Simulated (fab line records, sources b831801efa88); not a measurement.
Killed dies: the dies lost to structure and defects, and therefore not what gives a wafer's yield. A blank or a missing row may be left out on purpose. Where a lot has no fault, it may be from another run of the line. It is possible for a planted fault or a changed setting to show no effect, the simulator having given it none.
Matching of chambers    flow sky130    SKY_LI_CONTACT_ETCH_14 on rieDiel-02 has 4 sister chambers
The step etches BARC in N2/H2, stops on SiO2, time 45.9 s, target depth 60 nm. 4 wafers are shown with their chamber, then 7 later ones without.

## EACH WAFER AND ITS CHAMBER
wafer   chamber  drypumpMotorCurrentA (A)
L891.6  1        6.1
L892.1  0        5.7
L895.1  3        6.4
L895.4  2        5.9

## WAFERS WITHOUT THEIR CHAMBER
wafer   drypumpMotorCurrentA (A)
L895.5  6.4
L896.1  5.6
L896.4  6.4
L896.5  5.9
L900.2  5.9
L900.4  5.6
L900.6  5.9

## THE CHAMBER EACH PASSED THROUGH
wafer   from the rows above  in truth
L895.5  3                    3
L896.1  0                    0
L896.4  3                    3
L896.5  2                    2
L900.2  2                    2
L900.4  0                    0
L900.6  2                    2
Correctly placed: 7 of 7. Not placeable from these rows: 0. 0 placed wrongly.
How it was worked out, from the rows above alone: a wafer's distance from a chamber is the root of the sum, over the readings, of the square of ((its reading less the chamber's mean) divided by the reading's scatter). If the next closest chamber is less than 2 further off than the closest, the wafer can't be placed; otherwise it belongs to the closest. For every chamber, the mean is computed from those of its wafers that are shown. The scatter: root of mean squared gap, hidden wafer to nearest shown wafer, with one shown wafer a chamber.
